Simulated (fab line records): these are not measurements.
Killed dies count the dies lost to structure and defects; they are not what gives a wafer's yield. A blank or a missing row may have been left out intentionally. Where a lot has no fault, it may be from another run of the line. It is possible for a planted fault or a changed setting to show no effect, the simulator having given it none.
The tool behind it: which one? -- flow sky130 -- 36 wafers from 12 lots sampled at 4 of the route's 708 steps

== WHAT THE GAUGES SHOWED, per wafer ==
SKY_DNWELL_TW_MEAS_09.
lot,measured,on,DNWELL_TW
L624,day 3 07:13,film-metro-02,1105 1107 1111
L625,day 3 13:04,film-metro-01,1088 1093 1091
L626,day 3 17:19,film-metro-03,1110 1114 1115
L629,day 4 09:41,film-metro-03,1123 1127 1130
L630,day 4 14:48,film-metro-02,1106 1105 1110
L635,day 5 19:14,film-metro-03,1129 1126 1120
L636,day 6 00:08,film-metro-02,1112 1107 1108
L638,day 6 10:58,film-metro-02,1103 1100 1102
L641,day 7 04:13,film-metro-02,1166 1163 1163 1166 1168 1161
L642,day 7 08:22,film-metro-03,1175 1173 1172 1175 1175 1176
L643,day 7 10:57,film-metro-02,1101 1107 1105
L644,day 7 18:20,film-metro-02,1115 1103 1109

== WHAT TOOL EACH LOT RAN ON (gives the tool, then ch and the chambers of the sampled wafers, and finally the start) ==
lot,SKY_FIELD_ISO_ETCH_15,SKY_FIELD_ISO_STRIP_16,SKY_DNWELL_IMPLANT_07
L624,"rie-diel-02 ch 0,1,3, day 2 08:17","plasma-asher-01 ch 0,1, day 2 08:21","implanter-02 ch 0, day 3 06:58"
L625,"rie-diel-01 ch 1,2, day 2 14:44","plasma-asher-01 ch 0,1, day 2 14:47","implanter-02 ch 0, day 3 12:49"
L626,"rie-diel-01 ch 0,1,2, day 2 17:30","plasma-asher-04 ch 0,1, day 2 17:33","implanter-02 ch 0, day 3 17:04"
L629,"rie-diel-04 ch 1,2,3, day 3 08:05","plasma-asher-01 ch 0,1, day 3 08:10","implanter-02 ch 0, day 4 09:28"
L630,"rie-diel-04 ch 1,2,3, day 3 11:44","plasma-asher-04 ch 0,1, day 3 11:48","implanter-01 ch 0, day 4 14:34"
L635,"rie-diel-01 ch 0,1,2, day 4 15:42","plasma-asher-01 ch 0,1, day 4 15:45","implanter-04 ch 0, day 5 18:59"
L636,"rie-diel-02 ch 0,3, day 4 21:03","plasma-asher-03 ch 0, day 4 21:06","implanter-01 ch 0, day 5 23:53"
L638,"rie-diel-01 ch 0,1,3, day 5 06:27","plasma-asher-04 ch 0,1, day 5 06:32","implanter-04 ch 0, day 6 10:44"
L641,"rie-diel-02 ch 0,1, day 6 00:02","plasma-asher-03 ch 0,1, day 6 00:05","implanter-01 ch 0, day 7 03:58"
L642,"rie-diel-04 ch 0,2,3, day 6 04:08","plasma-asher-04 ch 0,1, day 6 04:12","implanter-01 ch 0, day 7 08:07"
L643,"rie-diel-01 ch 0,1,2, day 6 07:20","plasma-asher-04 ch 0,1, day 6 07:24","implanter-02 ch 0, day 7 10:43"
L644,"rie-diel-04 ch 0,2,3, day 6 14:02","plasma-asher-03 ch 0,1, day 6 14:05","implanter-02 ch 0, day 7 18:06"
- SKY_FIELD_ISO_ETCH_15: etches the open film in CHF3/O2, stops on Si, target depth 180 nm, time 72 s.
- SKY_FIELD_ISO_STRIP_16: strips in O2/N2.
- SKY_DNWELL_IMPLANT_07

== AS READ BY THE TOOLS THEMSELVES (means over the sampled wafers that have a number; for cases with no such wafer, the mark the record gives instead) ==
SKY_FIELD_ISO_ETCH_15.
lot,tool,drypump-motor-current-A (A),oes-product-au (a.u.),throttle-valve-pct (%)
L624,rie-diel-02,5.9,0.947,8.850
L625,rie-diel-01,5.8,0.948,8.844
L626,rie-diel-01,6.0,0.947,8.838
L629,rie-diel-04,5.3,0.949,8.841
L630,rie-diel-04,5.3,0.938,8.845
L635,rie-diel-01,6.0,0.950,8.848
L636,rie-diel-02,6.1,0.940,8.846
L638,rie-diel-01,5.9,0.946,8.849
L641,rie-diel-02,5.9,0.939,8.836
L642,rie-diel-04,5.5,0.945,8.847
L643,rie-diel-01,6.0,0.948,8.851
L644,rie-diel-04,5.6,0.948,8.847

SKY_FIELD_ISO_STRIP_16.
lot,tool,drypump-motor-current-A (A),oes-product-au (a.u.),strip-time-to-endpoint-s (s)
L624,plasma-asher-01,6.0,0.373,3.56
L625,plasma-asher-01,6.0,0.377,3.57
L626,plasma-asher-04,6.1,0.381,3.57
L629,plasma-asher-01,6.0,0.380,3.57
L630,plasma-asher-04,6.2,0.379,3.58
L635,plasma-asher-01,5.6,0.385,3.59
L636,plasma-asher-03,6.1,0.377,3.57
L638,plasma-asher-04,6.1,0.380,3.56
L641,plasma-asher-03,6.1,0.380,3.62
L642,plasma-asher-04,6.2,0.381,3.58
L643,plasma-asher-04,6.3,0.380,3.59
L644,plasma-asher-03,6.1,0.380,3.58

== THE ANSWER, worked out from the rows above alone ==
Rule: the lots themselves supply what counts as usual. The widest of any qualifying gaps counts: lots, ordered by their means at a reading, are off when they make up no more than a third of the lots, leave a main group of 4 or more, and stand apart from it by 3 or more times the standard deviation of that group's means. A main group whose means are all the same, to the digits that the tables above print for the reading, isn't used. Also off: a lot with no number at a reading for which 4 or more lots have one. Any other lot the step has rows for is counted as sound. First the gauges in route order, then the tools' own readings, where a lot's mean is used as printed above. The first step at which some lot is off is used, and at that step the reading that is off furthest; a lot without a number counts as furthest.
Off: L641, L642, at SKY_DNWELL_TW_MEAS_09 (DNWELL_TW). The main group: mean 1109, standard deviation 10.
A tool fits if, at a process step before that reading, it ran every lot that is off, and no sound lot after the first of them. Those tools and the gauges at SKY_DNWELL_TW_MEAS_09 are tried in the same way. One fits: SKY_DNWELL_IMPLANT_07 on implanter-01. Its last sound lot is L636 (day 5 23:53), its first lot that is off L641 (day 7 03:58): a fault that began between those two fits.

== WHAT WAS PUT IN BY THE SIMULATOR ==
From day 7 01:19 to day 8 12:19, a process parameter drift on implanter-01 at SKY_DNWELL_IMPLANT_07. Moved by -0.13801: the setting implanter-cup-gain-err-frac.
Shown lots that were struck: L641, L642. The rule above reached the same finding.
